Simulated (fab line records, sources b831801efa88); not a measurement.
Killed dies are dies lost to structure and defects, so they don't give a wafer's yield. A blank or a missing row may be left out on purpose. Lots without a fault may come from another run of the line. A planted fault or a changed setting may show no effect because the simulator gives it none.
A struck lot beside a sound one | flow sky130 | 43 steps out of a route of 708
Sound: wafers L614.1, L614.3, L614.4. Struck: wafers L626.1, L626.2, L626.6. The cause comes at the end.
At each step with rows: each side's tool, then ch and its chambers, then its first start. Under that, the readings that differ: sound wafers | struck wafers | difference of the means | sigmas: that difference in standard deviations of wafers without a fault.
alike: readings whose means differ by less than 2 such deviations, and words and numbers that are the same on both sides. not compared: withheld readings, readings that some wafer has no value for, bounds like >300 that may hide the same value, and numbers for which the record gives no deviation and whose values overlap.
The two part at a step that has a row with sigmas, a row that says differs or no value, or rows on one side only. Numbers that don't overlap but have no deviation are shown without sigmas and don't part them. A reading that every wafer of one side lacks parts them only if that side has two wafers or more.

first, 2 steps without rows for these wafers: SKY_GATE_OXIDE_CLEAN_00 (cleans in SC1/SC2, time 150 s); SKY_GATE_OXIDE_OXIDATION_01 (stabilise 600 s, purge 300 s, target thk 10.268 nm).
SKY_GATE_OXIDE_THK_MEAS_02:
  sound on film_metro-02, day 14 14:13; struck on film_metro-02, day 18 05:59
  alike: GATE_OXIDE_OXIDATION_00_THK
then, 7 steps without rows for these wafers: SKY_GATE_OXIDE_DEHYDRATE_03 (time 60 s); SKY_GATE_OXIDE_HMDS_04 (prime time 60 s); SKY_GATE_OXIDE_COAT_05 (resist thk 1140 nm); SKY_GATE_OXIDE_SOFTBAKE_06 (time 60 s); SKY_GATE_OXIDE_EXPOSE_07 (exposes mask LVOM, target cd 600 nm); SKY_GATE_OXIDE_PEB_08; SKY_GATE_OXIDE_DEVELOP_09 (develop time 60 s).
SKY_GATE_OXIDE_OVL_MEAS_10:
  sound on overlay-02, day 15 15:25; struck on overlay-01, day 19 11:49
  alike: GATE_OXIDE_OVL
then, 1 step without rows for these wafers: SKY_GATE_OXIDE_IMPLANT_11.
SKY_GATE_OXIDE_WET_ETCH_12: etches SiO2 in dHF, target depth 16.8 nm, time 336 s.
  sound on wet_bench-04 ch 2, day 15 15:35; struck on wet_bench-03 ch 1, day 19 11:59
  alike: bath_heat_duty_pct, temp_c
SKY_GATE_OXIDE_STRIP_13: strips in O2/N2.
  sound on plasma_asher-04 ch 0,1, day 15 15:42; struck on plasma_asher-02 ch 0,1, day 19 12:06
  alike: drypump_motor_current_A, oes_product_au, strip_time_to_endpoint_s
  not compared: rf_hours_counter_h
SKY_GATE_OXIDE_TW_MEAS_14:
  sound on film_metro-04, day 15 15:48; struck on film_metro-02, day 19 12:12
  reading       | sound             | struck            | difference | sigmas
  GATE_OXIDE_TW | 226.3 223.5 225.0 | 228.3 229.0 227.4 | +3.3       | +2
then, 3 steps without rows for these wafers: SKY_GATE_OXIDE_CLEAN_15 (cleans in SC1/SC2, time 150 s); SKY_GATE_OXIDE_OXIDATION_16 (stabilise 600 s, purge 300 s, target thk 3.57 nm); SKY_POLY_GATE_CVD_00 (deposits poly-Si, target thk 180 nm, time 720 s).
SKY_POLY_GATE_THK_MEAS_01:
  sound on film_metro-01, day 15 20:14; struck on film_metro-03, day 19 15:03
  alike: POLY_GATE_CVD_00_THK
then, 8 steps without rows for these wafers: SKY_RES_PROTECT_DEHYDRATE_00 (time 60 s); SKY_RES_PROTECT_HMDS_01 (prime time 60 s); SKY_RES_PROTECT_COAT_02 (resist thk 1140 nm); SKY_RES_PROTECT_SOFTBAKE_03 (time 60 s); SKY_RES_PROTECT_EXPOSE_04 (exposes mask RPM, target cd 1270 nm); SKY_RES_PROTECT_PEB_05; SKY_RES_PROTECT_DEVELOP_06 (develop time 60 s); SKY_POLY_GATE_IMPLANT_02.
SKY_RES_PROTECT_STRIP_07: strips in O2/N2.
  sound on plasma_asher-04 ch 0,1, day 16 23:49; struck on plasma_asher-04 ch 0,1, day 20 20:16
  alike: drypump_motor_current_A, oes_product_au, strip_time_to_endpoint_s
  not compared: rf_hours_counter_h
SKY_RES_PROTECT_TW_MEAS_08:
  sound on film_metro-02, day 16 23:55; struck on film_metro-03, day 20 20:22
  alike: POLY_GATE_TW
then, 2 steps without rows for these wafers: SKY_RES_PROTECT_CLEAN_09 (cleans in SC1/SC2, time 150 s); SKY_POLY_GATE_CVD_03 (deposits Si3N4 from DCS/NH3, target thk 75 nm, time 1290 s).
SKY_POLY_GATE_THK_MEAS_04:
  sound on film_metro-01, day 17 02:33; struck on film_metro-04, day 20 23:53
  alike: POLY_GATE_CVD_03_THK
then, 4 steps without rows for these wafers: SKY_POLY_GATE_DEHYDRATE_05 (time 60 s); SKY_POLY_GATE_HMDS_06 (prime time 60 s); SKY_POLY_GATE_COAT_07 (resist thk 110 nm); SKY_POLY_GATE_COAT_08 (resist thk 450 nm).
SKY_POLY_GATE_SOFTBAKE_09: time 91.16 s.
  sound on litho_track-03 ch 0; struck on litho_track-03 ch 0
  alike: plate_sensor_t_centre_C, plate_sensor_t_edge_C
then, 3 steps without rows for these wafers: SKY_POLY_GATE_EXPOSE_10 (exposes mask P1M, target cd 150 nm); SKY_POLY_GATE_PEB_11; SKY_POLY_GATE_DEVELOP_12 (develop time 60 s).
SKY_POLY_GATE_CD_MEAS_13: target cd 150 nm.
  sound on cd_sem-01, day 18 06:52; struck on cd_sem-01, day 22 06:23
  reading    | sound             | struck            | difference | sigmas
  cd_nm (nm) | 150.5 150.0 150.3 | 147.6 147.0 147.3 | -3.0       | -2
SKY_POLY_GATE_OVL_MEAS_14:
  sound on overlay-01, day 18 06:59; struck on overlay-02, day 22 06:30
  alike: POLY_GATE_OVL
-- the record jumps here: 27 days lie between the struck wafers' starts before and after (it left off in module POLY_GATE and takes up again in module PAD_OPEN, whose first step shown is number 708 of the route) --
SKY_PAD_OPEN_PROBE_99:
  sound on prober-02, day 47 02:11; struck on prober-02, day 49 13:23
  reading             | sound    | struck                                                                     | difference                   | sigmas
  hold                | - - -    | await_dispo/1.5h/release await_dispo/1.5h/release await_dispo/1.5h/release | no value on the sound wafers |
  killed_at_front_end | 14 14 9  | 53 55 54                                                                   | +42                          | +10
  killed_dies         | 80 96 84 | 136 118 128                                                                | +41                          | +4
  alike: killed_at_M0_to_M3, killed_at_M4_up, killed_at_contacts, killed_at_other, killed_open, killed_short

WHERE THEY PART
First at SKY_GATE_OXIDE_TW_MEAS_14; last, within this record, at SKY_PAD_OPEN_PROBE_99.

WHY: what the simulator had put in
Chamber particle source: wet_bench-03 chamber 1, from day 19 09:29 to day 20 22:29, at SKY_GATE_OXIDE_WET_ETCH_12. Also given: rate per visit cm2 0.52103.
